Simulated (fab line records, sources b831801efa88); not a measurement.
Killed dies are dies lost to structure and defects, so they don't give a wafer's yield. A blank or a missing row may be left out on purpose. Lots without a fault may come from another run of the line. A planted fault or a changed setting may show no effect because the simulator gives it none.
fab line records | flow sky130
record lots=4 wafers=12 last_day=49
route steps=708 shown LI_CONTACT@376 LOCAL_INTERCONNECT@387 PAD_OPEN@708
lots that met no fault: from a run of the same line without faults
start_h: hours from the record's first day to the start of the lot's first wafer shown | wait_h: hours since the lot's step before | " the same as in the row above | L1.1+2: a row that stands for several wafers | - no value, or no start given | * or withheld: withheld | < > ~ a bound
route shown NAME@n: a module of which the file shows steps, and the number in the route of the first | usual: mean/standard deviation of fault-free wafers | same: alike in all rows | chamber/n: place in a boat | sites: the reading at each site | _std_site: their standard deviation | _edge_site: outer sites' mean less inner sites' | radius_mm: how far each site lies from the wafer's centre | mask NAME#n: copy n | behind: the tool/chamber that last shaped the wafer | hold: why the lot was held/for how many hours/how that ended | device: the transistor (n, p or np) that didn't switch | end of line: the same wafers' tests at the end of the route | a step without rows: its recipe alone | killed: dies lost to structure and defects at the first sort, not the wafer's yield | map: a wafer's dies, x killed, . not, _ none there
set.NAME: the setting as run; set.NAME@STEP: as run at that earlier step | model.NAME: the simulator's own value behind a step, which no gauge read
lots at some steps of the route; a table a step, a row a wafer
services: from which hour (start_h, from the record's first day; less than 0 if before it) a tool's chamber was out of use, for how many hours, and why
## steps
# step SKY_LI_CONTACT_ETCH_14
# recipe chemistry=N2/H2 target=BARC ion_energy_ev=200 source_w=500 bias_w=100 pressure_mtorr=30 n2_flow_sccm=100 h2_flow_sccm=200 stop_on=SiO2 time_s=45.9 target_depth_a=600
# step SKY_LI_CONTACT_ETCH_15
# recipe target=PSG chemistry=C4F8/O2/Ar stop_on=Si taper_deg=4.15 mask_material=KrF-thick source_w=1500 bias_w=1200 pressure_mtorr=40 c4f8_flow_sccm=withheld O2_flow_sccm=6 Ar_flow_sccm=300 time_s=withheld target_depth_a=6000
# step SKY_LI_CONTACT_STRIP_16
# recipe chemistry=O2/N2 power_w=1400 pressure_mtorr=1500 platen_temp_c=withheld o2_flow_sccm=3000 n2_flow_sccm=300 overash_fraction=0.5
# step SKY_LI_CONTACT_CLEAN_17
# recipe chemistry=NMP time_s=600 temp_c=60 dry=n2_spin
# step SKY_LI_CONTACT_PRE_CLEAN_18
# recipe gas=Ar time_s=5.6 bias_v=358
# step SKY_LI_CONTACT_SPUTTER_19
# recipe material=Ti target_thk_nm=20 chamber_pressure_pa=5 power_w=2500 substrate_temp_c=200 time_s=106.37
# step SKY_LI_CONTACT_SPUTTER_20
# recipe material=TiN target_thk_nm=20 chamber_pressure_pa=5 power_w=4000 time_s=80
# step SKY_LI_CONTACT_CVD_21
# recipe material=W target_thk_nm=400 time_s=120.56 temp_c=400 pressure_torr=40
# step SKY_LI_CONTACT_CMP_24
# recipe stop_on=PSG t_overpolish_s=20 down_force_psi=3.5 platen_rpm=60 target_thk_nm=0 pad_velocity_m_s=0.94248
# step SKY_LOCAL_INTERCONNECT_SPUTTER_00
# recipe material=TiN target_thk_nm=100 temp_c=300 power_w=6500 time_s=83.3 chamber_pressure_pa=0.4
# usual throttle_valve_pct=30.1/1.4
# columns lot.wafer tool chamber start_h wait_h throttle_valve_pct model.TiN_of_LOCAL_INTERCONNECT_SPUTTER_00.thk_nm
L829.2 pvd_sputter-04 - 730.24 0.2 28.9 99
L829.4 " - " " 28.5 99.49
L829.6 " - " " 28.3 99.21
L835.1 pvd_sputter-04 - 775.54 0.2 32.3 100.4
L835.3 " - " " 28.6 94.7
L835.6 " - " " 29.6 100.5
L836.2 pvd_sputter-04 - 779.23 0.1 28.4 100.2
L836.4 " - " " 32.2 96.3
L836.5 " - " " 32.2 100.2
L842.2 pvd_sputter-01 - 820.93 0.2 29.6 100.4
L842.3 " - " " 32.6 100.9
L842.4 " - " " 31.4 100.2
# step SKY_LOCAL_INTERCONNECT_RS_MEAS_01
# recipe thk_meas_gauge=four-point-probe reads=TiN_of_LOCAL_INTERCONNECT_SPUTTER_00
# usual LOCAL_INTERCONNECT_TIN_RS=14.09/0.12
# columns lot.wafer tool chamber start_h wait_h LOCAL_INTERCONNECT_TIN_RS[ohm/sq]
L829.2 film_metro-04 - 730.33 0.1 14.29
L829.4 " - " " 14.19
L829.6 " - " " 14.25
L835.1 film_metro-04 - 775.61 0.0 14.10
L835.3 " - " " 14.96
L835.6 " - " " 14.05
L836.2 film_metro-01 - 779.31 0.1 14.10
L836.4 " - " " 14.71
L836.5 " - " " 14.12
L842.2 film_metro-01 - 821.01 0.1 14.06
L842.3 " - " " 14.04
L842.4 " - " " 14.13
# step SKY_LOCAL_INTERCONNECT_THK_MEAS_02
# recipe thk_meas_gauge=xrf reads=TiN_of_LOCAL_INTERCONNECT_SPUTTER_00
# usual LOCAL_INTERCONNECT_TIN_THK=99.2/1
# columns lot.wafer tool chamber start_h wait_h LOCAL_INTERCONNECT_TIN_THK[nm]
L829.2 film_metro-04 - 730.44 0.1 99.3
L829.4 " - " " 99.6
L829.6 " - " " 99.2
L835.1 film_metro-04 - 775.73 0.1 99.7
L835.3 " - " " 94.1
L835.6 " - " " 99.9
L836.2 film_metro-01 - 779.42 0.1 98.5
L836.4 " - " " 94.7
L836.5 " - " " 99.4
L842.2 film_metro-01 - 821.12 0.1 98.6
L842.3 " - " " 99.7
L842.4 " - " " 98.5
# step SKY_LOCAL_INTERCONNECT_DEHYDRATE_03
# recipe temp_c=200 time_s=60
# step SKY_LOCAL_INTERCONNECT_HMDS_04
# recipe prime_time_s=60 prime_temp_c=120
# step SKY_LOCAL_INTERCONNECT_COAT_05
# recipe resist=BARC temp_c=withheld time_s=withheld spin_rpm=3000 resist_thk_nm=60
# step SKY_LOCAL_INTERCONNECT_COAT_06
# recipe resist=KrF-thick spin_rpm=3000 resist_thk_nm=450
# step SKY_LOCAL_INTERCONNECT_SOFTBAKE_07
# recipe temp_c=100 time_s=90 resist=KrF-thick
# step SKY_LOCAL_INTERCONNECT_EXPOSE_08
# recipe mask_id=LI1M na=0.8 source_shape=annular sigma_inner=0.55 sigma_outer=0.85 target_cd_nm=170 dose_mj=28
# step SKY_LOCAL_INTERCONNECT_PEB_09
# recipe peb_temp_c=withheld peb_time_s=withheld resist=KrF-thick
# step SKY_LOCAL_INTERCONNECT_DEVELOP_10
# recipe develop_time_s=60 resist=KrF-thick dev_temp_c=21
# step SKY_LOCAL_INTERCONNECT_ETCH_13
# recipe chemistry=N2/H2 target=BARC ion_energy_ev=200 bias_w=100 pressure_mtorr=30 n2_flow_sccm=100 h2_flow_sccm=200 icp_w=500 stop_on=SiO2 time_s=45.9 target_depth_a=600
# step SKY_LOCAL_INTERCONNECT_METAL_ETCH_14
# recipe target_depth_nm=110 stop_on=PSG chemistry=Cl2/BCl3 target=TiN resist_sidewall_deg=88 pressure_mtorr=10 icp_w=900 bias_w=48.5 Cl2_flow_sccm=60 bcl3_flow_sccm=30 time_s=31.4
# usual bias_w=48.48/0.14 drypump_motor_current_A=6.3/0.38 oes_product_au=0.943/0.0071 rf_fwd_power_W=891/4.7 throttle_valve_pct=21.899/0.0094
# same time_s=31.4
# columns lot.wafer tool chamber start_h wait_h bias_w drypump_motor_current_A oes_product_au rf_fwd_power_W rf_hours_counter_h throttle_valve_pct model.LOCAL_INTERCONNECT.feature_depth_nm model.etch.depth_nm
L829.2 rie_metal-01 0 757.92 0.0 48.27 6.2 0.921 884 4 21.898 99 99
L829.4 " 0 " " 48.41 6.3 0.933 883 - 21.902 99.49 99.49
L829.6 " 1 " " 48.60 5.9 0.932 888 - 21.905 99.21 99.21
L835.1 rie_metal-03 0 801.72 0.0 48.33 5.7 0.946 890 2 21.907 100.4 100.4
L835.3 " 1 " " 48.37 6.7 0.912 893 - 21.916 94.7 94.7
L835.6 " 1 " " 48.34 6.8 0.942 893 - 21.902 100.5 100.5
L836.2 rie_metal-02 0 805.79 0.0 48.71 6.2 0.941 892 15 21.895 100.2 100.2
L836.4 " 1 " " 48.70 6.5 0.928 890 - 21.923 96.3 96.3
L836.5 " 1 " " 48.54 6.6 0.931 893 - 21.904 100.2 100.2
L842.2 rie_metal-03 0 847.07 0.0 48.56 5.7 0.949 886 4 21.895 100.4 100.4
L842.3 " 0 " " 48.50 5.7 0.940 889 - 21.905 100.9 100.9
L842.4 " 1 " " 48.59 6.8 0.938 895 - 21.901 100.2 100.2
# step SKY_LOCAL_INTERCONNECT_STRIP_15
# recipe chemistry=O2/N2 power_w=1400 pressure_mtorr=1500 platen_temp_c=withheld o2_flow_sccm=3000 n2_flow_sccm=300 overash_fraction=0.5
# step SKY_LOCAL_INTERCONNECT_STRIP_16
# recipe chemistry=post_etch_residue_remover time_s=1200 temp_c=72.5
# usual bath_guard_temp_C=72.7/0.6
# same time_s=1200
# columns lot.wafer tool chamber start_h wait_h bath_guard_temp_C model.TiN_of_LOCAL_INTERCONNECT_SPUTTER_00.thk_nm
L829.2 wet_bench-01 1 758.07 0.1 73.4 98.58
L829.4 " 1 " " 73.1 99.07
L829.6 " 1 " " 73.1 98.79
L835.1 wet_bench-02 2 801.88 0.1 72.6 99.94
L835.3 " 2 " " 72.8 94.29
L835.6 " 2 " " 72.6 100.1
L836.2 wet_bench-03 3 805.94 0.1 73.9 99.82
L836.4 " 3 " " 74.1 95.88
L836.5 " 3 " " 73.8 99.78
L842.2 wet_bench-01 3 847.22 0.1 73.0 100
L842.3 " 3 " " 72.1 100.5
L842.4 " 3 " " 72.8 99.73
# step SKY_LOCAL_INTERCONNECT_CLEAN_17
# recipe chemistry=IPA time_s=180 temp_c=25
# step SKY_PAD_OPEN_PROBE_99
# usual killed_at_M0_to_M3=42/7.1 killed_at_M4_up=3.3/1.9 killed_at_contacts=24/5 killed_at_front_end=15/4.7 killed_at_other=0.3/0.61 killed_dies=86/9.6 killed_open=47/7.5 killed_short=38/6.6
# same gross_dies=492 killed_at_back_side=0
# columns lot.wafer tool chamber start_h wait_h killed_at_M0_to_M3 killed_at_M4_up killed_at_contacts killed_at_front_end killed_at_other killed_dies killed_open killed_short model.etest.res_li.line_ohm_um model.etest.res_li.rs_ohm_sq
L829.2 prober-01 - 1115.09 0.1 50 4 16 8 0 78 50 28 76.84 12.97
L829.4 prober-01 - 1115.19 0.2 61 2 19 13 1 96 56 40 77.84 12.89
L829.6 prober-01 - 1115.29 0.2 41 3 33 10 0 87 46 41 76.44 12.97
L835.1 prober-01 - 1149.09 0.1 55 4 14 18 0 91 42 49 76.23 12.83
L835.3 prober-01 - 1149.19 0.2 40 3 28 13 0 84 39 45 80.09 13.43
L835.6 prober-01 - 1149.34 0.2 51 3 16 10 0 80 47 33 75.33 12.82
L836.2 prober-02 - 1151.07 0.1 44 7 24 13 0 88 50 38 76.41 12.82
L836.4 prober-02 - 1151.17 0.2 51 8 25 12 0 96 56 40 78.63 13.29
L836.5 prober-02 - 1151.22 0.2 34 7 21 8 1 71 35 36 75.32 12.92
L842.2 prober-02 - 1179.30 0.1 43 3 21 23 0 90 51 39 75.83 12.88
L842.3 prober-02 - 1179.35 0.2 60 3 27 14 0 104 69 35 74.57 12.75
L842.4 prober-02 - 1179.40 0.2 39 0 35 24 1 99 55 44 74.91 12.86
# killed by level:class
L829.2 VIA2:geometric_particle:open=10 VIA1:geometric_particle:open=10 CONTACT:geometric_particle:open=8 VIA3:geometric_particle:open=8 VIA2:geometric_particle:short=5 METAL1:geometric_particle:short=4 METAL3:geometric_particle:short=4 LI_CONTACT:geometric_particle:open=3
L829.4 VIA1:geometric_particle:open=15 VIA2:geometric_particle:open=10 CONTACT:geometric_particle:open=9 VIA3:geometric_particle:open=9 METAL2:geometric_particle:short=6 METAL1:geometric_particle:short=5 VIA1:geometric_particle:short=5 LOCAL_INTERCONNECT:geometric_particle:short=4
L829.6 CONTACT:geometric_particle:open=14 VIA1:geometric_particle:open=9 VIA2:geometric_particle:open=7 METAL3:geometric_particle:short=7 LI_CONTACT:geometric_particle:open=6 CONTACT:geometric_particle:short=6 LOCAL_INTERCONNECT:geometric_particle:short=4 METAL1:geometric_particle:open=4
L835.1 VIA2:geometric_particle:open=13 VIA1:geometric_particle:short=8 METAL2:geometric_particle:short=8 METAL1:geometric_particle:short=5 VIA1:geometric_particle:open=5 FIELD_ISO:geometric_particle:short=4 SPACER:geometric_particle:open=4 LOCAL_INTERCONNECT:geometric_particle:short=4
L835.3 CONTACT:geometric_particle:short=9 CONTACT:geometric_particle:open=8 VIA1:geometric_particle:open=8 METAL2:geometric_particle:short=7 METAL1:geometric_particle:short=6 VIA2:geometric_particle:open=5 LI_CONTACT:geometric_particle:short=4 LI_CONTACT:geometric_particle:open=4
L835.6 VIA1:geometric_particle:open=15 VIA2:geometric_particle:open=7 CONTACT:geometric_particle:open=6 METAL2:geometric_particle:short=6 VIA3:geometric_particle:open=5 LI_CONTACT:geometric_particle:open=4 CONTACT:geometric_particle:short=4 VIA1:geometric_particle:short=4
L836.2 CONTACT:geometric_particle:open=10 VIA1:geometric_particle:open=8 VIA2:geometric_particle:open=8 LI_CONTACT:geometric_particle:open=6 CONTACT:geometric_particle:short=6 VIA2:geometric_particle:short=6 METAL4:geometric_particle:short=6 METAL2:geometric_particle:short=5
L836.4 VIA1:geometric_particle:open=13 VIA2:geometric_particle:open=9 CONTACT:geometric_particle:open=8 LI_CONTACT:geometric_particle:open=7 VIA3:geometric_particle:open=7 CONTACT:geometric_particle:short=6 METAL3:geometric_particle:short=5 METAL2:geometric_particle:short=4
L836.5 CONTACT:geometric_particle:open=10 VIA2:geometric_particle:open=8 CONTACT:geometric_particle:short=7 VIA1:geometric_particle:open=7 METAL4:geometric_particle:short=6 VIA1:geometric_particle:short=5 VIA3:geometric_particle:open=4 FIELD_ISO:geometric_particle:short=3
L842.2 VIA1:geometric_particle:open=10 VIA3:geometric_particle:open=10 CONTACT:geometric_particle:open=8 FIELD_ISO:geometric_particle:open=7 POLY_GATE:geometric_particle:open=5 POLY_GATE:geometric_particle:short=5 METAL2:geometric_particle:short=5 VIA1:geometric_particle:short=5
L842.3 VIA1:geometric_particle:open=16 CONTACT:geometric_particle:open=11 LI_CONTACT:geometric_particle:open=9 VIA3:geometric_particle:open=9 VIA2:geometric_particle:open=7 METAL2:geometric_particle:short=6 FIELD_ISO:geometric_particle:open=4 LI_CONTACT:geometric_particle:short=4
L842.4 LI_CONTACT:geometric_particle:open=11 CONTACT:geometric_particle:open=9 METAL2:geometric_particle:short=9 VIA1:geometric_particle:open=7 CONTACT:geometric_particle:short=6 POLY_GATE:geometric_particle:open=5 LI_CONTACT:geometric_particle:short=5 METAL1:geometric_particle:short=5
## services
# columns tool chamber start_h hours kind
rie_metal-03 0 718.69 - clean
rie_metal-03 0 718.69 20.7 scheduled_down
rie_metal-03 0 718.69 20.7 vent_cycle
rie_metal-01 1 735.95 - clean
rie_metal-01 1 735.95 17.9 scheduled_down
rie_metal-01 1 735.95 17.9 vent_cycle
rie_metal-02 - 760.02 14.6 pm
wet_bench-01 - 793.14 0.9 repair
rie_metal-02 1 821.09 - clean
rie_metal-02 1 821.09 19.7 scheduled_down
rie_metal-02 1 821.09 19.7 vent_cycle
rie_metal-02 0 844.87 - clean
rie_metal-02 0 844.87 12.8 scheduled_down
rie_metal-02 0 844.87 12.8 vent_cycle
## key
first_sign step=SKY_LOCAL_INTERCONNECT_RS_MEAS_01 reading=LOCAL_INTERCONNECT_TIN_RS direction=up sigmas=6.3 usual=14.09 struck=14.83
effect step=SKY_LOCAL_INTERCONNECT_THK_MEAS_02 reading=LOCAL_INTERCONNECT_TIN_THK direction=down sigmas=4.6 usual=99.2 struck=94.4
effect step=SKY_LOCAL_INTERCONNECT_METAL_ETCH_14 reading=oes_product_au direction=down sigmas=3.2 usual=0.943 struck=0.920
model_effect step=SKY_LOCAL_INTERCONNECT_SPUTTER_00 value=TiN_of_LOCAL_INTERCONNECT_SPUTTER_00.thk_nm without=100.1 struck=95.5
model_effect step=SKY_LOCAL_INTERCONNECT_METAL_ETCH_14 value=LOCAL_INTERCONNECT.feature_depth_nm without=100.1 struck=95.5
model_effect step=SKY_LOCAL_INTERCONNECT_STRIP_16 value=TiN_of_LOCAL_INTERCONNECT_SPUTTER_00.thk_nm without=99.66 struck=95.08
model_effect step=SKY_PAD_OPEN_PROBE_99 value=etest.res_li.line_ohm_um without=75.71 struck=79.36
met_at SKY_LOCAL_INTERCONNECT_SPUTTER_00
struck_wafers L835.3,L836.4
tester_left_out L835,L836
onset_between 730.24 775.54
fault kind=process_parameter_drift tool=pvd_sputter-04 chamber=- onset_h=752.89 steps=SKY_LOCAL_INTERCONNECT_SPUTTER_00 channel=target_thk_nm offset=-4.5813 shape=step end_h=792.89 scope=struck_wafers_only acts_in=these_recipes_only stated=100
# tester_left_out: of these lots the tester's yield and bins aren't shown, on N5 and GAA mostly nor the transistor test; their killed dies are dies lost to structure and defects alone, not to doping, threshold or leakage, so they don't give the yield
